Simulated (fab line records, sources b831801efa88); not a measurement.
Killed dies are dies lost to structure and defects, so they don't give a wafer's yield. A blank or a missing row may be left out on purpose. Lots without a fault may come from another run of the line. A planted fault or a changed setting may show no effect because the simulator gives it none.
fab line records | flow gf180mcu
record lots=11 wafers=33 last_day=34
route steps=602 shown CONTACT@301 M1@319
lots that met no fault: from a run of the same line without faults
start_h: hours from the record's first day to the start of the lot's first wafer shown | wait_h: hours since the lot's step before | " the same as in the row above | L1.1+2: a row that stands for several wafers | - no value, or no start given | * or withheld: withheld | < > ~ a bound
route shown NAME@n: a module of which the file shows steps, and the number in the route of the first | usual: mean/standard deviation of fault-free wafers | same: alike in all rows | chamber/n: place in a boat | sites: the reading at each site | _std_site: their standard deviation | _edge_site: outer sites' mean less inner sites' | radius_mm: how far each site lies from the wafer's centre | mask NAME#n: copy n | behind: the tool/chamber that last shaped the wafer | hold: why the lot was held/for how many hours/how that ended | device: the transistor (n, p or np) that didn't switch | end of line: the same wafers' tests at the end of the route | a step without rows: its recipe alone | killed: dies lost to structure and defects at the first sort, not the wafer's yield | map: a wafer's dies, x killed, . not, _ none there
set.NAME: the setting as run; set.NAME@STEP: as run at that earlier step | model.NAME: the simulator's own value behind a step, which no gauge read
steps of the route over a sample of lots; a table a step, a row a wafer
services: from which hour (start_h, from the record's first day; less than 0 if before it) a tool's chamber was out of use, for how many hours, and why
## steps
# step GF_CONTACT_CD_MEAS_14
# recipe target_cd_nm=220
# usual cd_nm=220.0/1.6
# columns lot.wafer tool chamber start_h wait_h cd_nm
L366.2 cd_sem-02 - 366.53 0.1 219.0
L366.4 " - " " 217.9
L366.6 " - " " 219.4
L368.3 cd_sem-01 - 383.79 0.1 219.7
L368.4 " - " " 219.0
L368.5 " - " " 219.7
L369.1 cd_sem-01 - 390.51 0.2 217.1
L369.3 " - " " 220.4
L369.5 " - " " 217.8
L370.1 cd_sem-01 - 404.41 0.2 221.6
L370.4 " - " " 220.3
L370.5 " - " " 220.8
L371.1 cd_sem-01 - 407.00 0.1 222.2
L371.3 " - " " 222.8
L371.6 " - " " 221.8
L373.2 cd_sem-01 - 421.06 0.2 220.5
L373.3 " - " " 220.2
L373.5 " - " " 220.7
L374.1 cd_sem-01 - 431.11 0.1 219.3
L374.2 " - " " 219.7
L374.4 " - " " 220.3
L376.2 cd_sem-01 - 456.58 0.1 221.3
L376.3 " - " " 222.9
L376.4 " - " " 221.5
L381.2 cd_sem-01 - 498.33 0.1 216.6
L381.3 " - " " 217.6
L381.4 " - " " 217.5
L385.1 cd_sem-01 - 524.60 0.1 219.1
L385.2 " - " " 218.7
L385.5 " - " " 219.8
L386.3 cd_sem-01 - 539.38 0.1 221.4
L386.4 " - " " 221.4
L386.5 " - " " 221.1
# step GF_CONTACT_SPUTTER_22
# recipe material=Ti target_thk_nm=15 chamber_pressure_pa=5 power_w=2500 substrate_temp_c=200 time_s=80.02
# usual cathode_dc_power_W=2500.0/0.48 chamber_pressure_pa=5.000/0.011 throttle_valve_pct=30.5/0.87
# columns lot.wafer tool chamber start_h wait_h cathode_dc_power_W chamber_pressure_pa throttle_valve_pct
L366.2 pvd_sputter-03 - 367.13 0.0 2499.8 4.985 30.6
L366.4 " - " " 2500.3 5.019 29.8
L366.6 " - " " 2499.8 4.992 30.0
L368.3 pvd_sputter-02 - 384.37 0.0 2499.9 4.997 30.4
L368.4 " - " " 2500.8 5.010 30.7
L368.5 " - " " 2500.9 4.995 31.5
L369.1 pvd_sputter-02 - 391.13 0.0 2499.9 4.994 30.8
L369.3 " - " " 2499.4 4.984 31.2
L369.5 " - " " 2499.5 5.022 31.7
L370.1 pvd_sputter-02 - 405.03 0.0 2499.2 4.996 30.9
L370.4 " - " " 2500.2 5.012 32.0
L370.5 " - " " 2499.9 4.980 31.2
L371.1 pvd_sputter-02 - 407.62 0.0 2499.6 4.996 31.1
L371.3 " - " " 2499.6 5.002 32.0
L371.6 " - " " 2499.7 5.019 30.9
L373.2 pvd_sputter-02 - 421.68 0.0 2500.4 5.006 32.1
L373.3 " - " " 2500.7 5.002 31.2
L373.5 " - " " 2500.0 5.001 30.8
L374.1 pvd_sputter-02 - 431.76 0.0 2499.9 5.011 31.9
L374.2 " - " " 2500.1 5.008 31.5
L374.4 " - " " 2500.4 5.015 30.4
L376.2 pvd_sputter-02 - 457.19 0.0 2499.0 4.990 31.9
L376.3 " - " " 2499.4 4.992 30.2
L376.4 " - " " 2500.5 4.998 31.0
L381.2 pvd_sputter-01 - 498.96 0.0 2499.8 4.994 29.7
L381.3 " - " " 2500.0 5.002 30.0
L381.4 " - " " 2499.9 4.998 28.9
L385.1 pvd_sputter-02 - 525.23 0.0 2499.8 4.988 30.4
L385.2 " - " " 2500.1 4.989 30.6
L385.5 " - " " 2500.0 5.007 30.2
L386.3 pvd_sputter-01 - 539.95 0.0 2499.7 4.993 30.9
L386.4 " - " " 2499.6 4.986 30.0
L386.5 " - " " 2499.6 4.989 28.5
# step GF_CONTACT_SPUTTER_23
# recipe material=TiN target_thk_nm=10 chamber_pressure_pa=5 power_w=4000 time_s=40
# usual cathode_dc_power_W=3999.9/0.73 chamber_pressure_pa=5.000/0.0099 throttle_valve_pct=30.5/0.89
# columns lot.wafer tool chamber start_h wait_h cathode_dc_power_W chamber_pressure_pa throttle_valve_pct
L366.2 pvd_sputter-03 - 367.19 0.0 4000.9 5.000 30.6
L366.4 " - " " 3999.4 5.007 29.7
L366.6 " - " " 4000.4 5.009 29.9
L368.3 pvd_sputter-02 - 384.43 0.0 3999.5 5.009 30.2
L368.4 " - " " 4001.6 4.996 31.0
L368.5 " - " " 4000.0 4.981 31.6
L369.1 pvd_sputter-02 - 391.19 0.0 3999.4 4.998 30.8
L369.3 " - " " 4000.9 4.997 31.3
L369.5 " - " " 4001.1 4.991 31.7
L370.1 pvd_sputter-02 - 405.09 0.0 3999.4 5.008 30.9
L370.4 " - " " 4001.2 4.977 31.8
L370.5 " - " " 4000.5 4.987 31.3
L371.1 pvd_sputter-02 - 407.68 0.0 4000.2 4.994 31.0
L371.3 " - " " 4000.4 4.988 32.0
L371.6 " - " " 3999.5 4.994 31.1
L373.2 pvd_sputter-02 - 421.74 0.0 3999.8 4.991 32.1
L373.3 " - " " 4000.1 5.012 31.4
L373.5 " - " " 4000.6 4.997 30.7
L374.1 pvd_sputter-02 - 431.82 0.0 4000.3 4.997 31.7
L374.2 " - " " 3998.4 5.008 31.0
L374.4 " - " " 3999.5 5.010 30.3
L376.2 pvd_sputter-02 - 457.25 0.0 3998.5 4.985 31.9
L376.3 " - " " 3999.2 5.006 30.2
L376.4 " - " " 3998.7 4.989 31.3
L381.2 pvd_sputter-01 - 499.02 0.0 4000.6 4.989 29.4
L381.3 " - " " 4000.7 5.018 30.2
L381.4 " - " " 3999.7 4.998 28.6
L385.1 pvd_sputter-02 - 525.29 0.0 3999.7 4.996 30.5
L385.2 " - " " 3999.8 4.993 30.8
L385.5 " - " " 4000.0 5.000 30.0
L386.3 pvd_sputter-01 - 540.01 0.0 4001.8 5.000 31.3
L386.4 " - " " 3999.4 5.011 30.0
L386.5 " - " " 3999.5 5.013 28.5
# step GF_M1_SPUTTER_04
# recipe material=TiN target_thk_nm=50 power_w=6500 time_s=41.7 chamber_pressure_pa=0.4
# usual cathode_dc_power_W=6500.0/1.3 chamber_pressure_pa=0.4000/0.00086 throttle_valve_pct=29.7/0.67
# columns lot.wafer tool chamber start_h wait_h cathode_dc_power_W chamber_pressure_pa throttle_valve_pct
L366.2 pvd_sputter-04 - 368.05 0.0 6498.7 0.3995 29.2
L366.4 " - " " 6500.9 0.4009 29.1
L366.6 " - " " 6499.3 0.3999 29.3
L368.3 pvd_sputter-03 - 385.63 0.0 6500.5 0.3991 29.2
L368.4 " - " " 6501.2 0.4007 29.6
L368.5 " - " " 6500.8 0.4001 30.6
L369.1 pvd_sputter-01 - 392.10 0.0 6501.5 0.3991 28.7
L369.3 " - " " 6501.4 0.3995 30.4
L369.5 " - " " 6499.9 0.3991 28.6
L370.1 pvd_sputter-01 - 406.74 0.0 6499.4 0.3997 30.1
L370.4 " - " " 6500.1 0.3997 31.3
L370.5 " - " " 6498.8 0.3997 30.0
L371.1 pvd_sputter-01 - 408.48 0.0 6502.0 0.3989 31.0
L371.3 " - " " 6499.4 0.3998 28.7
L371.6 " - " " 6500.5 0.4009 28.4
L373.2 pvd_sputter-03 - 422.54 0.0 6500.8 0.3994 30.3
L373.3 " - " " 6499.1 0.3998 29.1
L373.5 " - " " 6499.2 0.3997 30.4
L374.1 pvd_sputter-04 - 432.63 0.0 6499.0 0.4005 29.2
L374.2 " - " " 6500.7 0.4005 29.1
L374.4 " - " " 6497.7 0.3985 29.9
L376.2 pvd_sputter-04 - 458.05 0.0 6499.0 0.3999 29.8
L376.3 " - " " 6501.3 0.4013 29.2
L376.4 " - " " 6500.1 0.4021 29.3
L381.2 pvd_sputter-04 - 499.82 0.0 6500.1 0.3997 30.0
L381.3 " - " " 6501.3 0.4001 29.9
L381.4 " - " " 6499.6 0.3998 29.1
L385.1 pvd_sputter-01 - 526.19 0.0 6499.0 0.3999 29.7
L385.2 " - " " 6500.7 0.4020 28.7
L385.5 " - " " 6501.6 0.3998 30.5
L386.3 pvd_sputter-03 - 540.82 0.0 6500.9 0.4010 28.9
L386.4 " - " " 6497.6 0.4009 30.4
L386.5 " - " " 6499.6 0.4012 30.3
# step GF_M1_RS_MEAS_05
# recipe thk_meas_gauge=four-point-probe reads=TiN_of_M1_SPUTTER_04+Ti_of_M1_SPUTTER_03+AlCu_of_M1_SPUTTER_02+TiN_of_M1_SPUTTER_01+Ti_of_M1_SPUTTER_00
# usual M1_ALCU_RS=0.0695/0.00076
# columns lot.wafer tool chamber start_h wait_h hold M1_ALCU_RS[ohm/sq]
L366.2 film_metro-04 - 368.11 0.0 - 0.0703
L366.4 " - " " - 0.0699
L366.6 " - " " - 0.0702
L368.3 film_metro-04 - 385.71 0.1 - 0.0704
L368.4 " - " " - 0.0706
L368.5 " - " " - 0.0702
L369.1 film_metro-03 - 392.14 0.0 - 0.0697
L369.3 " - " " - 0.0698
L369.5 " - " " - 0.0695
L370.1 film_metro-04 - 406.78 0.0 - 0.0698
L370.4 " - " " - 0.0699
L370.5 " - " " - 0.0693
L371.1 film_metro-04 - 408.52 0.0 - 0.0691
L371.3 " - " " - 0.0696
L371.6 " - " " - 0.0693
L373.2 film_metro-03 - 422.60 0.0 - 0.0687
L373.3 " - " " - 0.0692
L373.5 " - " " - 0.0688
L374.1 film_metro-04 - 432.67 0.0 - 0.0695
L374.2 " - " " - 0.0697
L374.4 " - " " - 0.0701
L376.2 film_metro-04 - 458.11 0.0 - 0.0695
L376.3 " - " " - 0.0694
L376.4 " - " " - 0.0697
L381.2 film_metro-01 - 499.88 0.0 - 0.0684
L381.3 " - " " - 0.0693
L381.4 " - " " - 0.0682
L385.1 film_metro-03 - 526.23 0.0 await_dispo/0.2h/release 0.0695
L385.2 " - " " await_dispo/0.2h/release 0.0691
L385.5 " - " " await_dispo/0.2h/release 0.0692
L385.1 film_metro-03 - 526.52 0.3 - 0.0695
L385.2 " - " " - 0.0691
L385.5 " - " " - 0.0693
L386.3 film_metro-01 - 540.89 0.1 - 0.0686
L386.4 " - " " - 0.0680
L386.5 " - " " - 0.0681
# step GF_M1_THK_MEAS_06
# recipe thk_meas_gauge=xrf reads=AlCu_of_M1_SPUTTER_02
# usual M1_ALCU_THK=450/5.1
# columns lot.wafer tool chamber start_h wait_h hold M1_ALCU_THK[nm]
L366.2 film_metro-04 - 368.22 0.1 - 446
L366.4 " - " " - 448
L366.6 " - " " - 450
L368.3 film_metro-04 - 385.81 0.1 - 443
L368.4 " - " " - 445
L368.5 " - " " - 445
L369.1 film_metro-03 - 392.26 0.1 - 447
L369.3 " - " " - 447
L369.5 " - " " - 449
L370.1 film_metro-04 - 406.90 0.1 - 448
L370.4 " - " " - 447
L370.5 " - " " - 451
L371.1 film_metro-04 - 408.64 0.1 - 453
L371.3 " - " " - 449
L371.6 " - " " - 450
L373.2 film_metro-03 - 422.71 0.1 - 455
L373.3 " - " " - 450
L373.5 " - " " - 456
L374.1 film_metro-04 - 432.79 0.1 - 453
L374.2 " - " " - 448
L374.4 " - " " - 445
L376.2 film_metro-04 - 458.22 0.1 - 454
L376.3 " - " " - 453
L376.4 " - " " - 455
L381.2 film_metro-01 - 499.99 0.1 - 455
L381.3 " - " " - 451
L381.4 " - " " - 457
L385.1 film_metro-03 - 537.46 10.9 await_dispo/0.2h/release 447
L385.2 " - " " await_dispo/0.2h/release 429
L385.5 " - " " await_dispo/0.2h/release 448
L385.1 film_metro-03 - 537.76 0.3 - 448
L385.2 " - " " - 430
L385.5 " - " " - 449
L386.3 film_metro-01 - 540.99 0.1 - 452
L386.4 " - " " - 456
L386.5 " - " " - 457
## services
# columns tool chamber start_h hours kind
pvd_sputter-01 - 366.25 16.1 repair
pvd_sputter-04 0 368.09 - consumable_replace:kit
pvd_sputter-04 0 368.09 18.0 scheduled_down
pvd_sputter-04 0 368.09 18.0 vent_cycle
pvd_sputter-01 - 387.27 3.2 repair
pvd_sputter-04 - 395.95 32.1 repair
pvd_sputter-03 3 406.48 - consumable_replace:kit
pvd_sputter-03 3 406.48 18.0 scheduled_down
pvd_sputter-03 3 406.48 18.0 vent_cycle
pvd_sputter-03 - 462.89 0.8 repair
pvd_sputter-04 - 473.47 5.9 repair
pvd_sputter-01 - 497.26 0.6 repair
pvd_sputter-02 - 540.58 1.6 repair
## key
first_sign step=GF_M1_RS_MEAS_05 reading=visit direction=added
effect step=GF_M1_THK_MEAS_06 reading=visit direction=added
met_at GF_M1_SPUTTER_04
struck_lots L385
struck_wafers L385.2
not_acting_at GF_CONTACT_CD_MEAS_14,GF_CONTACT_SPUTTER_22,GF_CONTACT_SPUTTER_23
onset_between 408.48 526.19
fault kind=process_parameter_drift tool=pvd_sputter-01 chamber=- onset_h=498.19 steps=GF_M1_SPUTTER_04 channel=target_thk_nm offset=22.247 shape=step end_h=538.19 acts_in=these_recipes_only stated=50 scope=struck_wafers_only
